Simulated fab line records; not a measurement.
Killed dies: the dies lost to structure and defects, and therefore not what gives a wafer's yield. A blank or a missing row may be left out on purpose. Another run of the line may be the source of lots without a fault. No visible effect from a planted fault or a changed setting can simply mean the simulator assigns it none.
Code-filled problem report in 8D (eight disciplines) form ; flow gf180mcu ; the parts of the form that need people (team, actions taken, sign-off) are left out

## 1. WHAT WENT WRONG
Across 3 wafers from 2 lots, PASSIVATION_CVD_00_THK at GF_PASSIVATION_THK_MEAS_01 averages 770 nm, while fault-free wafers read 997 nm with a standard deviation of 13. Relative to the usual mean, that is a shift of -17 standard deviations.
Seen first at day 33 13:49 on film metro-02, wafer L877.3. Wafers with a number at this step in the record: 35, from 12 lots. The rule behind "out" and "out of limits": a value lying over 4 standard deviations away from the usual mean. Any other wafer with a number is counted as sound.

## 2. WHAT IT IS, AND WHAT IT ISN'T
question;is;is not
which readings at this step;PASSIVATION_CVD_00_THK;-
which lots;L877, L879;L859, L862, L863, L867, L868, L869, L871, L872, L881, L882
which wafers of those lots;L877.3, L877.6, L879.3;L879.2, L879.4
read on which gauges;film metro-02, film metro-03;film metro-04
when;from day 33 13:49;"up to then (24 sound wafers); but 8 sound wafers of L879, L881, L882 came after"

## 3. WHAT RULES OUT EACH SUSPECT
Counting: any tool at a process step up to the reading remains a suspect provided it ran every lot that is out. Sound lots after the first of them don't rule it out here, since some wafers of a struck lot are sound.
- the gauge at GF_PASSIVATION_THK_MEAS_01: ruled out. The wafers that are out were read on 2 gauges (film metro-02, film metro-03).
- pvd sputter-03 at GF_TOP_METAL_SPUTTER_02 (material AlCu, target thk 900 nm, time 47.82 s): kept. Every lot that is out went through it, the first being L877 (day 32 21:01); the last sound lot it ran before that was L872 (day 30 23:18).
- pvd sputter-03 at GF_TOP_METAL_SPUTTER_04 (material TiN, target thk 25 nm, time 20.8 s): kept. Every lot that is out went through it, the first being L877 (day 32 21:04); the last sound lot it ran before that was L872 (day 30 23:22).
- pecvd-04 at GF_PASSIVATION_CVD_00 (deposits SiO2 from TEOS, target thk 1000 nm, time 111.95 s): kept. Every lot that is out went through it, the first being L877 (day 33 13:43); the last sound lot it ran before that was L869 (day 30 17:46).
pvd sputter-03 at GF_TOP_METAL_SPUTTER_02, pvd sputter-03 at GF_TOP_METAL_SPUTTER_04 and pecvd-04 at GF_PASSIVATION_CVD_00 are what is left after counting.

## 4. THE CAUSE (what the simulator had put in)
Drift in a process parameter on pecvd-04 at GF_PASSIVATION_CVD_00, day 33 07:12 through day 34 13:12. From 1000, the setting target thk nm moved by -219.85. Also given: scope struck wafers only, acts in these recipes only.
3 suspects survive the count, and this tool is in that group.

## 5. THE CHAIN OF EFFECTS, in route order
Rows list readings where the struck wafers' mean (over those with a number) sits beyond 3 standard deviations from the usual. Scope: only readings with a usual standard deviation given in the record; hours: median across lots of the time from each lot's start at the first step in this table that gives one to its start at this step; sigmas: change in usual standard deviations.
hours;step;reading;usual;on struck wafers;change;sigmas
0;GF_PASSIVATION_THK_MEAS_01;PASSIVATION_CVD_00_THK;997 nm;770;-227;-17

## 6. HOW IT WOULD HAVE BEEN CAUGHT EARLIER
7 hours passed between the start of the fault at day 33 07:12 and the first reading out of limits at a measuring or inspecting step in this record, taken at day 33 13:49.
Tool readings at GF_PASSIVATION_CVD_00 with a usual standard deviation given in the record: none out on any struck wafer, hence no alarm at a limit of 4 standard deviations on them.
L879, from the lots that are out (2), started GF_PASSIVATION_CVD_00 on pecvd-04 later than day 33 13:49. Putting the tool on hold at that point would have spared it.
